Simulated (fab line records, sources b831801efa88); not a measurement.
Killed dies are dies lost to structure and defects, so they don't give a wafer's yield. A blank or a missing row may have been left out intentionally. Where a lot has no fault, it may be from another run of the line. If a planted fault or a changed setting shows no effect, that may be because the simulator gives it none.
Which of the tools did it? + flow sky130 + Sampling: 6 lots, 18 wafers, 3 of 708 route steps

WHAT THE GAUGES SHOWED, per wafer
SKY_CAP2M_RS_MEAS_03: measurement is done with a four-point probe.
| lot  | measured     | on           | CAP2M_TIN_RS (ohm/sq) |
|------|--------------|--------------|-----------------------|
| L392 | day 40 17:35 | filmMetro-02 | 6.99 6.97 6.88        |
| L396 | day 41 17:07 | filmMetro-03 | 7.00 6.94 7.00        |
| L399 | day 42 20:35 | filmMetro-03 | 6.89 6.91             |
| L408 | day 44 14:13 | filmMetro-01 | 7.03 7.01 7.03        |
| L411 | day 45 13:30 | filmMetro-03 | 6.89 6.82 6.83        |
| L414 | day 46 08:53 | filmMetro-03 | 6.96 6.91 6.88        |

EACH LOT AND THE TOOL THAT RAN IT (in order: tool; ch and the chambers of the sampled wafers; start)
| lot  | SKY_VIA3_CMP_24               | SKY_METAL4_SPUTTER_03       |
|------|-------------------------------|-----------------------------|
| L392 | cmp-01 ch 0,1,3, day 40 16:56 | pvdSputter-03, day 40 17:20 |
| L396 | cmp-02 ch 1,2, day 41 16:31   | pvdSputter-04, day 41 16:52 |
| L399 | cmp-01 ch 0,1, day 42 19:52   | pvdSputter-04, day 42 20:16 |
| L408 | cmp-02 ch 2,3, day 44 13:37   | pvdSputter-02, day 44 13:58 |
| L411 | cmp-02 ch 0,1,2, day 45 12:54 | pvdSputter-04, day 45 13:11 |
| L414 | cmp-02 ch 0,1, day 46 08:15   | pvdSputter-04, day 46 08:38 |
- SKY_VIA3_CMP_24: polishes, stops on SiO2, t overpolish 20 s, target thk 0 nm.
- SKY_METAL4_SPUTTER_03: material Ti, target thk 5 nm, time 3.3 s.

THE ANSWER, worked out from the rows above alone
Rule: the usual values come from the lots themselves. Put in order of their means at a reading, lots are off if they are a third of the lots or fewer, leave a main group of 4 or more, and stand apart from it by a gap of 3 or more times the standard deviation of the main group's means; of several such gaps the widest counts. A main group whose means are all the same, to the digits that the tables above print for the reading, isn't used. A lot without any number at a reading at which 4 lots or more have one is off too. All remaining lots with rows at the step are treated as sound.
Across all readings shown, no lot is off: no conclusion can be drawn from this.

WHAT WAS PUT IN BY THE SIMULATOR
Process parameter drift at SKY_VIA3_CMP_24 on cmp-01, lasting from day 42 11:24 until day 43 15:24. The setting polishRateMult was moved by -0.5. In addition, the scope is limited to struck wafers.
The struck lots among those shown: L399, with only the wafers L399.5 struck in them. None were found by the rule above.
